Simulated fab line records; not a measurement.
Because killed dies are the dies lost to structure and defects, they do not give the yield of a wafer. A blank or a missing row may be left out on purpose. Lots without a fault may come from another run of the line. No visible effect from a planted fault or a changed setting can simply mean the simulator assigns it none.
A struck lot beside a sound one | flow gf180mcu | 25 out of 602 route steps
Sound: the wafers L198.2, L198.3, L198.5. Wafers L207.1, L207.3, L207.5 were the ones struck. The cause is given at the end.
Per side, at each step with rows, come the tool, then ch with its chambers, and then its first start. Under that, the readings that differ: sound wafers | struck wafers | difference of the means | sigmas: that difference in standard deviations of wafers without a fault.
alike: readings with means less than 2 such deviations apart, plus words and numbers identical on both sides. not compared: withheld readings, readings lacking a value on some wafer, bounds such as >300 that could conceal the same value, and numbers that have no deviation in the record and whose values overlap.
Wherever a step has rows on one side only, a row that says differs or no value, or a row with sigmas, the two part there. Numbers that have no deviation but don't overlap get no sigmas and don't part them. Lack of a reading on every wafer of one side parts them only where that side has two or more wafers.

first, 1 step without rows for these wafers: GF_VT_IMPLANT_IMPLANT_19.
GF_VT_IMPLANT_STRIP_20: strips in O2/N2.
  sound on plasma asher-01 ch 0,1, day 6 21:14; struck on plasma asher-03 ch 0,1, day 8 20:17
  alike: chamber pressure mTorr, drypump motor current A, heater power w, oes product au, platen temp c, strip time to endpoint s
  not compared: rf hours counter h
GF_VT_IMPLANT_TW_MEAS_21:
  sound on film metro-02, day 6 21:21; struck on film metro-02, day 8 20:23
  alike: VT_IMPLANT_2_TW
then, 7 steps without rows for these wafers: GF_VT_IMPLANT_DEHYDRATE_22 (time 60 s); GF_VT_IMPLANT_HMDS_23 (prime time 60 s); GF_VT_IMPLANT_COAT_24 (resist thk 1000 nm); GF_VT_IMPLANT_SOFTBAKE_25 (time 60 s); GF_VT_IMPLANT_EXPOSE_26 (exposes mask LVPWELL HV AREA, target cd 860 nm); GF_VT_IMPLANT_PEB_27; GF_VT_IMPLANT_DEVELOP_28 (develop time 60 s).
GF_VT_IMPLANT_OVL_MEAS_29:
  sound on overlay-02, day 7 12:55; struck on overlay-02, day 9 13:01
  alike: VT_IMPLANT_02_OVL
then, 1 step without rows for these wafers: GF_VT_IMPLANT_IMPLANT_30.
GF_VT_IMPLANT_STRIP_31: strips in O2/N2.
  sound on plasma asher-03 ch 0,1, day 7 13:05; struck on plasma asher-01 ch 1, day 9 13:12
  no value came back on the struck wafers for any of 6 readings (chamber pressure mTorr (mTorr), drypump motor current A (A) and others); on the sound wafers chamber pressure mTorr (mTorr) reads 1500.5 1502.3 1498.8
  reading                                         | sound | struck        | difference | sigmas
  model.NOVOLAK_of_VT_IMPLANT_COAT_24.thk nm (nm) | 0 0 0 | 999 1002 1003 | +1001      |
  not compared: rf hours counter h
GF_VT_IMPLANT_TW_MEAS_32:
  sound on film metro-04, day 7 13:12; struck on film metro-03, day 9 13:18
  reading         | sound             | struck            | difference | sigmas
  VT_IMPLANT_3_TW | 272.4 271.1 270.9 | 265.3 265.7 265.3 | -6.0       | -2
then, 7 steps without rows for these wafers: GF_VT_IMPLANT_DEHYDRATE_33 (time 60 s); GF_VT_IMPLANT_HMDS_34 (prime time 60 s); GF_VT_IMPLANT_COAT_35 (resist thk 1000 nm); GF_VT_IMPLANT_SOFTBAKE_36 (time 60 s); GF_VT_IMPLANT_EXPOSE_37 (exposes mask Nwell HV AREA, target cd 860 nm); GF_VT_IMPLANT_PEB_38; GF_VT_IMPLANT_DEVELOP_39 (develop time 60 s).
GF_VT_IMPLANT_OVL_MEAS_40:
  sound on overlay-02, day 8 05:49; struck on overlay-02, day 10 07:43
  alike: VT_IMPLANT_03_OVL
then, 1 step without rows for these wafers: GF_VT_IMPLANT_IMPLANT_41.
GF_VT_IMPLANT_STRIP_42: strips in O2/N2.
  sound on plasma asher-03 ch 0, day 8 06:00; struck on plasma asher-01 ch 0,1, day 10 07:54
  reading                      | sound             | struck            | difference | sigmas
  heater power w (W)           | 395 402 417       | 352 300 363       | -66        | -2
  strip time to endpoint s (s) | 12.68 12.66 12.65 | 27.56 27.66 27.67 | +14.97     | +99 or more
  alike: chamber pressure mTorr, drypump motor current A, oes product au, platen temp c
  not compared: rf hours counter h
GF_VT_IMPLANT_TW_MEAS_43:
  sound on film metro-04, day 8 06:07; struck on film metro-04, day 10 08:13
  reading         | sound       | struck   | difference | sigmas
  VT_IMPLANT_4_TW | 700 698 695 | 30 30 30 | -668       | -99 or more
  not compared: hold

WHERE THEY PART
First at GF_VT_IMPLANT_STRIP_31; last, within this record, at GF_VT_IMPLANT_TW_MEAS_43.

WHY: what had been put in by the simulator
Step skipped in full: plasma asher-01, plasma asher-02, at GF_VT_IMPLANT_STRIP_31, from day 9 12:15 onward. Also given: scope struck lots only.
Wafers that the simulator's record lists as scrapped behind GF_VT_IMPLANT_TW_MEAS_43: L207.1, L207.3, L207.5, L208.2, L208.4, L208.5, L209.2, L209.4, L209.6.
